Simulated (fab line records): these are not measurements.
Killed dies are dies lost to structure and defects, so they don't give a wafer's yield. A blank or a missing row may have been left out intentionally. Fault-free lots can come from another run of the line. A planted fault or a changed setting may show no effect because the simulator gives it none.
fab line records	flow sky130
record: lots: 6	wafers: 16	last_day: 49
route steps=708 shown METAL4@602 CAP2M@603 PAD_OPEN@708
lots untouched by any fault: they come from a run of this same line in which no faults occurred
start_h: the number of hours between the record's first day and the start of the first shown wafer of the lot	wait_h: how many hours have passed since the lot's step before this one	" unchanged from the row above	L1.1+2: a row that stands for several wafers	- no value, or no start given	* or withheld: withheld	< > ~ a bound
route shown NAME@n: a module of which the file shows steps, and the number in the route of the first	usual: mean and standard deviation over wafers with no fault	same: alike in all rows	chamber/n: place in a boat	sites: each site's reading	_std_site: the values' standard deviation	_edge_site: outer sites' mean less inner sites'	radius_mm: for every site, how far away it sits from the centre of the wafer	mask NAME#n: copy n	behind: the tool/chamber that last shaped the wafer	hold: the reason the lot was held/the length of the hold in hours/how it ended	device: transistor that didn't switch, given as n, p or np	end of line: at the end of the route, the tests of the same wafers	where a step has no rows: the recipe by itself	killed: dies lost to structure and defects at the first sort, not the wafer's yield	map: dies across one wafer; x = killed, . = not, _ = none there
set.NAME: setting as actually run; set.NAME@STEP: the setting as run at that earlier step	model.NAME: the simulator's own value behind a step, which no gauge read
a table for each step, a row for each wafer; lots at some steps of the route
services: a tool's chamber out of use, with start hour (start_h, from the record's first day; less than 0 if before it), hours out, and reason
== steps ==
step: SKY_METAL4_SPUTTER_04
recipe: material: TiN	target_thk_nm: 70	power_w: 6500	time_s: 58.3	chamber_pressure_pa: 0.4
usual: cathode_dc_power_W: 6500.1/1.2	throttle_valve_pct: 29.4/0.78
lot.wafer	tool	chamber	start_h	wait_h	cathode_dc_power_W	throttle_valve_pct
L670.3	pvd_sputter-01	-	949.20	0.0	6501.4	29.1
L670.4	"	-	"	"	6499.0	31.2
L670.6	"	-	"	"	6499.3	28.8
L671.2	pvd_sputter-02	-	957.44	0.0	6500.6	29.1
L671.4	"	-	"	"	6499.2	29.8
L671.5	"	-	"	"	6500.9	29.7
L677.4	pvd_sputter-02	-	1021.29	0.0	6500.0	29.9
L677.5	"	-	"	"	6500.5	29.8
L678.2	pvd_sputter-02	-	1029.18	0.0	6499.3	29.5
L678.6	"	-	"	"	6497.3	29.7
L682.1	pvd_sputter-02	-	1041.70	0.0	6501.6	30.1
L682.3	"	-	"	"	6500.1	29.8
L682.4	"	-	"	"	6499.8	28.4
L684.1	pvd_sputter-02	-	1046.64	0.0	6499.6	28.9
L684.2	"	-	"	"	6498.3	28.5
L684.4	"	-	"	"	6498.1	29.7
step: SKY_CAP2M_CVD_00
recipe: material: SiO2	target_thk_nm: 15.5	temp_c: 400	time_s: withheld	rf_w: 450
usual: heater_power_w: 785/88	rf_fwd_power_W: 441.8/2.8
lot.wafer	tool	chamber	start_h	wait_h	heater_power_w	rf_fwd_power_W
L670.3	pecvd-03	0	949.25	0.0	749	441.9
L670.4	"	1	"	"	690	446.1
L670.6	"	2	"	"	697	444.7
L671.2	pecvd-02	1	957.49	0.0	862	445.6
L671.4	"	0	"	"	906	437.4
L671.5	"	2	"	"	727	445.3
L677.4	pecvd-03	1	1021.35	0.0	797	444.4
L677.5	"	2	"	"	818	446.1
L678.2	pecvd-02	2	1029.23	0.0	634	444.3
L678.6	"	1	"	"	728	443.1
L682.1	pecvd-01	1	1041.75	0.0	842	439.6
L682.3	"	2	"	"	625	439.0
L682.4	"	1	"	"	810	437.7
L684.1	pecvd-02	2	1046.69	0.0	717	443.7
L684.2	"	1	"	"	851	441.0
L684.4	"	2	"	"	720	446.4
step: SKY_CAP2M_THK_MEAS_01
recipe: reads: SiO2_of_CAP2M_CVD_00
usual: CAP2M_CVD_00_THK: 15.47/0.22
lot.wafer	tool	chamber	start_h	wait_h	CAP2M_CVD_00_THK[nm]
L670.3	film_metro-01	-	949.29	-	15.36
L670.4	"	-	"	"	15.63
L670.6	"	-	"	"	15.46
L671.2	film_metro-03	-	957.52	-	15.23
L671.4	"	-	"	"	15.19
L671.5	"	-	"	"	15.30
L677.4	film_metro-01	-	1021.39	-	15.52
L677.5	"	-	"	"	15.55
L678.2	film_metro-01	-	1029.26	-	15.28
L678.6	"	-	"	"	15.62
L682.1	film_metro-01	-	1041.77	-	15.40
L682.3	"	-	"	"	15.29
L682.4	"	-	"	"	15.60
L684.1	film_metro-04	-	1046.72	-	15.19
L684.2	"	-	"	"	15.09
L684.4	"	-	"	"	15.55
step: SKY_CAP2M_SPUTTER_02
recipe: material: TiN	target_thk_nm: 200	temp_c: 300	power_w: 6500	time_s: 166.7	chamber_pressure_pa: 0.4
usual: cathode_dc_power_W: 6500.0/1.2	throttle_valve_pct: 29.5/0.9
lot.wafer	tool	chamber	start_h	wait_h	cathode_dc_power_W	throttle_valve_pct
L670.3	pvd_sputter-02	-	949.33	0.0	6500.0	30.0
L670.4	"	-	"	"	6498.4	29.1
L670.6	"	-	"	"	6500.1	30.2
L671.2	pvd_sputter-01	-	957.57	0.0	6500.5	29.5
L671.4	"	-	"	"	6499.1	30.6
L671.5	"	-	"	"	6498.9	29.4
L677.4	pvd_sputter-01	-	1021.48	0.1	6500.5	29.6
L677.5	"	-	"	"	6499.9	28.6
L678.2	pvd_sputter-01	-	1029.31	0.0	6498.5	28.8
L678.6	"	-	"	"	6500.1	29.3
L682.1	pvd_sputter-04	-	1041.83	0.1	6500.5	31.1
L682.3	"	-	"	"	6500.0	30.0
L682.4	"	-	"	"	6500.3	30.1
L684.1	pvd_sputter-01	-	1046.78	0.1	6500.3	29.1
L684.2	"	-	"	"	6500.1	28.7
L684.4	"	-	"	"	6499.1	29.5
step: SKY_CAP2M_RS_MEAS_03
recipe: thk_meas_gauge: four-point-probe	reads: TiN_of_CAP2M_SPUTTER_02
usual: CAP2M_TIN_RS: 6.91/0.081
lot.wafer	tool	chamber	start_h	wait_h	CAP2M_TIN_RS[ohm/sq]
L670.3	film_metro-03	-	949.48	0.1	6.86
L670.4	"	-	"	"	6.85
L670.6	"	-	"	"	6.86
L671.2	film_metro-01	-	957.70	0.1	6.78
L671.4	"	-	"	"	6.89
L671.5	"	-	"	"	6.76
L677.4	film_metro-04	-	1021.59	0.1	6.83
L677.5	"	-	"	"	6.89
L678.2	film_metro-03	-	1029.44	0.1	6.93
L678.6	"	-	"	"	6.82
L682.1	film_metro-03	-	1041.94	0.1	6.93
L682.3	"	-	"	"	6.94
L682.4	"	-	"	"	6.93
L684.1	film_metro-04	-	1046.89	0.1	6.87
L684.2	"	-	"	"	6.94
L684.4	"	-	"	"	6.85
step: SKY_CAP2M_THK_MEAS_04
recipe: thk_meas_gauge: xrf	reads: TiN_of_CAP2M_SPUTTER_02
usual: CAP2M_TIN_THK: 198.1/2.5
lot.wafer	tool	chamber	start_h	wait_h	CAP2M_TIN_THK[nm]
L670.3	film_metro-03	-	949.58	0.1	199.5
L670.4	"	-	"	"	199.2
L670.6	"	-	"	"	198.9
L671.2	film_metro-01	-	957.81	0.1	201.4
L671.4	"	-	"	"	198.9
L671.5	"	-	"	"	203.2
L677.4	film_metro-04	-	1021.68	0.1	198.8
L677.5	"	-	"	"	197.3
L678.2	film_metro-03	-	1029.55	0.1	198.2
L678.6	"	-	"	"	201.0
L682.1	film_metro-03	-	1042.06	0.1	196.5
L682.3	"	-	"	"	195.6
L682.4	"	-	"	"	196.7
L684.1	film_metro-04	-	1047.01	0.1	199.2
L684.2	"	-	"	"	197.4
L684.4	"	-	"	"	200.6
step: SKY_CAP2M_DEHYDRATE_05
recipe: temp_c: 200	time_s: 60
step: SKY_CAP2M_HMDS_06
recipe: prime_time_s: 60	prime_temp_c: 120
step: SKY_CAP2M_COAT_07
recipe: resist: NOVOLAK	spin_rpm: 3000	resist_thk_nm: 1140
step: SKY_CAP2M_SOFTBAKE_08
recipe: temp_c: 90	time_s: 60	resist: NOVOLAK
step: SKY_CAP2M_EXPOSE_09
recipe: mask_id: CAP2M	na: 0.6	source_shape: conventional	sigma_outer: 0.6	polarization: unpolarized	target_cd_nm: 1000	dose_mj: 159
step: SKY_CAP2M_PEB_10
recipe: temp_c: withheld	time_s: *	resist: NOVOLAK
step: SKY_CAP2M_DEVELOP_11
recipe: resist: NOVOLAK	developer: TMAH	develop_time_s: 60	dev_temp_c: 23
lot.wafer	tool	chamber	start_h	wait_h
L670.3+4+6	litho_track-02	0	972.32	0.1
L671.2+4+5	litho_track-01	0	980.38	0.1
L677.4+5	litho_track-02	0	1043.10	0.1
L678.2+6	litho_track-02	0	1050.45	0.1
L682.1+3+4	litho_track-01	0	1063.11	0.1
L684.1+2+4	litho_track-01	0	1068.36	0.1
step: SKY_CAP2M_OVL_MEAS_12
usual: CAP2M_OVL: -0.3/1.2
lot.wafer	tool	chamber	start_h	wait_h	CAP2M_OVL[nm]
L670.3	overlay-01	-	972.44	0.1	-1.7
L670.4	"	-	"	"	-0.3
L670.6	"	-	"	"	-0.4
L671.2	overlay-02	-	980.51	0.1	0.7
L671.4	"	-	"	"	0.8
L671.5	"	-	"	"	0.4
L677.4	overlay-02	-	1043.19	0.1	-2.1
L677.5	"	-	"	"	-1.0
L678.2	overlay-02	-	1050.58	0.1	0.3
L678.6	"	-	"	"	-1.5
L682.1	overlay-01	-	1063.26	0.1	0.3
L682.3	"	-	"	"	0.2
L682.4	"	-	"	"	-1.2
L684.1	overlay-01	-	1068.51	0.1	-0.9
L684.2	"	-	"	"	-1.5
L684.4	"	-	"	"	0.2
step: SKY_CAP2M_METAL_ETCH_13
recipe: target_depth_nm: 220	stop_on: SiO2	chemistry: Cl2/BCl3	target: TiN	pressure_mtorr: 10	icp_w: 900	bias_w: 48.5	Cl2_flow_sccm: 60	bcl3_flow_sccm: 30	time_s: 62.9
usual: drypump_motor_current_A: 5.7/0.52	oes_product_au: 0.943/0.0077	rf_fwd_power_W: 893/3.4	throttle_valve_pct: 21.901/0.0095
lot.wafer	tool	chamber	start_h	wait_h	drypump_motor_current_A	oes_product_au	rf_fwd_power_W	rf_hours_counter_h	throttle_valve_pct	model.CAP2M.cd_nm
L670.3	rie_metal-03	1	972.48	0.0	6.2	0.949	891	-	21.910	999.4
L670.4	"	0	"	"	6.0	0.950	898	-	21.900	1005
L670.6	"	0	"	"	6.0	0.940	900	-	21.908	1005
L671.2	rie_metal-04	1	980.54	0.0	6.1	0.950	894	16	21.895	1002
L671.4	"	0	"	"	5.8	0.943	893	-	21.887	1006
L671.5	"	1	"	"	6.1	0.955	896	-	21.891	1002
L677.4	rie_metal-03	0	1043.24	0.0	6.0	0.954	895	-	21.886	1001
L677.5	"	1	"	"	6.3	0.941	893	-	21.905	1024
L678.2	rie_metal-02	1	1050.61	0.0	5.5	0.940	890	13	21.918	1002
L678.6	"	1	"	"	5.5	0.957	893	-	21.908	1024
L682.1	rie_metal-02	0	1063.29	0.0	4.7	0.938	893	16	21.898	997.7
L682.3	"	0	"	"	4.7	0.937	896	-	21.922	996
L682.4	"	1	"	"	5.5	0.938	891	-	21.896	994.8
L684.1	rie_metal-03	0	1068.54	0.0	6.0	0.946	899	18	21.898	1000
L684.2	"	1	"	"	6.3	0.941	892	19	21.898	1002
L684.4	"	1	"	"	6.3	0.954	887	-	21.894	1001
step: SKY_CAP2M_STRIP_14
recipe: chemistry: O2/N2	power_w: 1400	pressure_mtorr: 1500	platen_temp_c: withheld	o2_flow_sccm: 3000	n2_flow_sccm: 300	overash_fraction: 0.5
usual: drypump_motor_current_A: 5.49/0.28	n2_flow_sccm: 300.1/0.86	oes_product_au: 0.710/0.0049	strip_time_to_endpoint_s: 12.65/0.04
lot.wafer	tool	chamber	start_h	wait_h	drypump_motor_current_A	n2_flow_sccm	oes_product_au	rf_hours_counter_h	strip_time_to_endpoint_s
L670.3	plasma_asher-01	1	972.57	0.1	5.28	300.9	0.710	-	12.69
L670.4	"	0	"	"	5.38	300.2	0.707	-	12.69
L670.6	"	0	"	"	5.39	300.2	0.706	-	12.69
L671.2	plasma_asher-01	0	980.62	0.1	5.40	300.6	0.715	88	12.65
L671.4	"	0	"	"	5.40	300.6	0.707	-	12.64
L671.5	"	1	"	"	5.29	299.0	0.714	-	12.65
L677.4	plasma_asher-01	1	1043.32	0.1	5.28	301.1	0.716	-	12.62
L677.5	"	1	"	"	5.28	300.6	0.712	-	12.63
L678.2	plasma_asher-04	0	1050.69	0.1	5.90	300.4	0.706	30	12.61
L678.6	"	0	"	"	5.88	300.0	0.703	-	12.63
L682.1	plasma_asher-01	0	1063.37	0.1	5.41	300.5	0.709	97	12.63
L682.3	"	1	"	"	5.28	300.1	0.714	-	12.64
L682.4	"	0	"	"	5.42	300.2	0.709	-	12.68
L684.1	plasma_asher-01	1	1068.62	0.1	5.29	300.3	0.704	97	12.67
L684.2	"	0	"	"	5.38	300.8	0.707	97	12.67
L684.4	"	1	"	"	5.27	299.8	0.718	-	12.71
step: SKY_PAD_OPEN_PROBE_99
usual: defect_limited_yield: 82.4/1.8	killed_at_M0_to_M3: 43/7.8	killed_at_M4_up: 3.2/1.7	killed_at_contacts: 24/5.2	killed_at_front_end: 15/4.5	killed_at_other: 0.4/0.65	killed_dies: 87/9.1	killed_open: 47/7.3	killed_short: 40/6.5	sort_bin_3_pad_short: 0.9/0.46	sort_bin_5_function: 10.4/1.5	sort_bin_6_memory: 6.3/1	sort_n_pass: 405/9.1	sort_yield_pct: 82.4/1.8
same: gross_dies: 492	killed_at_back_side: 0	sort_bin_4_leakage[%]: 0	sort_bin_8_speed[%]: 0
lot.wafer	tool	chamber	start_h	wait_h	defect_limited_yield[%]	killed_at_M0_to_M3	killed_at_M4_up	killed_at_contacts	killed_at_front_end	killed_at_other	killed_dies	killed_open	killed_short	sort_bin_3_pad_short[%]	sort_bin_5_function[%]	sort_bin_6_memory[%]	sort_n_pass	sort_yield_pct[%]
L677.5	prober-02	-	1151.78	0.2	83.1	45	1	21	16	0	83	52	31	0	10.2	6.7	409	83.1
killed by level:class
L677.5 VIA3:geometric_particle:open=12 VIA2:geometric_particle:open=11 CONTACT:geometric_particle:open=8 POLY_GATE:geometric_particle:open=7 CONTACT:geometric_particle:short=5 METAL2:geometric_particle:short=5 METAL1:geometric_particle:short=4 FIELD_ISO:geometric_particle:short=3
== services ==
tool	chamber	start_h	hours	kind
rie_metal-02	0	934.01	14.7	repair
pecvd-01	2	950.46	2.1	scheduled_down
pecvd-03	-	957.53	0.6	repair
pecvd-01	-	974.00	6.0	pm
pvd_sputter-04	-	976.82	2.6	repair
litho_track-01	-	978.88	-	consumable_replace:filter
pecvd-01	2	981.16	4.9	repair
pecvd-03	0	989.60	2.1	scheduled_down
pecvd-02	-	995.62	0.8	repair
pecvd-01	0	995.71	19.3	repair
pecvd-02	1	999.38	-	clean
pecvd-02	1	999.38	-	consumable_replace:showerhead
pecvd-02	1	999.38	29.0	scheduled_down
pecvd-02	1	999.38	29.0	vent_cycle
rie_metal-04	1	1019.34	12.3	repair
plasma_asher-04	-	1026.44	2.3	repair
pvd_sputter-04	-	1027.30	6.3	repair
plasma_asher-04	-	1027.85	2.2	repair
pecvd-01	0	1039.46	2.1	scheduled_down
pecvd-02	0	1044.99	5.5	scheduled_down
pecvd-03	1	1046.50	2.1	scheduled_down
rie_metal-04	1	1046.88	4.4	repair
pvd_sputter-02	-	1055.99	10.5	repair
rie_metal-03	-	1060.94	0.9	repair
== key ==
first_sign none at tools or gauges
model_effect: step: SKY_CAP2M_METAL_ETCH_13	value: CAP2M.cd_nm	without: 1002	struck: 1024
met_at SKY_CAP2M_DEVELOP_11
struck_wafers L677.5,L678.6
onset_between 972.32 1043.10
fault: kind: process_parameter_drift	tool: litho_track-02	chamber: -	onset_h: 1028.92	steps: SKY_CAP2M_DEVELOP_11	channel: develop_time_s	offset: *	shape: step	end_h: 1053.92	scope: struck_wafers_only	acts_in: *	stated: *
